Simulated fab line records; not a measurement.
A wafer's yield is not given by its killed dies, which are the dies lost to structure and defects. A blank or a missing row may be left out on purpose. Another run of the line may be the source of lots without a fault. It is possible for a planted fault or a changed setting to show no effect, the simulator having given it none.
Matching of chambers :: flow gf180mcu :: GF_CONTACT_CMP_04 on cmp-01: 4 sister chambers
The step polishes SiO2. 4 wafers are shown with their chamber, then 8 later ones without.

WAFERS WITH THEIR CHAMBER
wafer: L571.1
chamber: 1
motor-current-A (A): 11.7

wafer: L571.4
chamber: 0
motor-current-A (A): 15.0

wafer: L571.5
chamber: 3
motor-current-A (A): 11.2

wafer: L580.2
chamber: 2
motor-current-A (A): 12.8

WAFERS WITH NO CHAMBER GIVEN
wafer: L580.3
motor-current-A (A): 11.6

wafer: L580.5
motor-current-A (A): 12.3

wafer: L582.1
motor-current-A (A): 12.5

wafer: L582.3
motor-current-A (A): 11.9

wafer: L582.4
motor-current-A (A): 14.0

wafer: L581.1
motor-current-A (A): 12.7

wafer: L581.3
motor-current-A (A): 14.2

wafer: L581.5
motor-current-A (A): 11.6

WHICH CHAMBER EACH WENT THROUGH
wafer: L580.3
from the rows above: can't be placed: 1 or 3
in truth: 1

wafer: L580.5
from the rows above: can't be placed: 2 or 1 or 3
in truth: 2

wafer: L582.1
from the rows above: can't be placed: 2 or 1 or 3
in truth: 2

wafer: L582.3
from the rows above: can't be placed: 1 or 3 or 2
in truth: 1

wafer: L582.4
from the rows above: can't be placed: 0 or 2
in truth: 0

wafer: L581.1
from the rows above: can't be placed: 2 or 1
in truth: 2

wafer: L581.3
from the rows above: can't be placed: 0 or 2
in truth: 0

wafer: L581.5
from the rows above: can't be placed: 1 or 3
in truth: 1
0 of 8 placed correctly. Cannot be placed on the basis of these rows: 8; the candidates contain the true chamber in 8. Placed wrongly: 0.
How it was worked out, from the rows above alone: a wafer's distance from a chamber is the root of the sum, over the readings, of the square of ((its reading less the chamber's mean) divided by the reading's scatter). The wafer belongs to the nearest chamber; if the next one is less than 2 further off, it can't be placed. For every chamber, the mean is computed from those of its wafers that are shown. The scatter (one wafer shown for each chamber): square how far every hidden wafer sits from the nearest shown wafer, average those squares and take the square root.
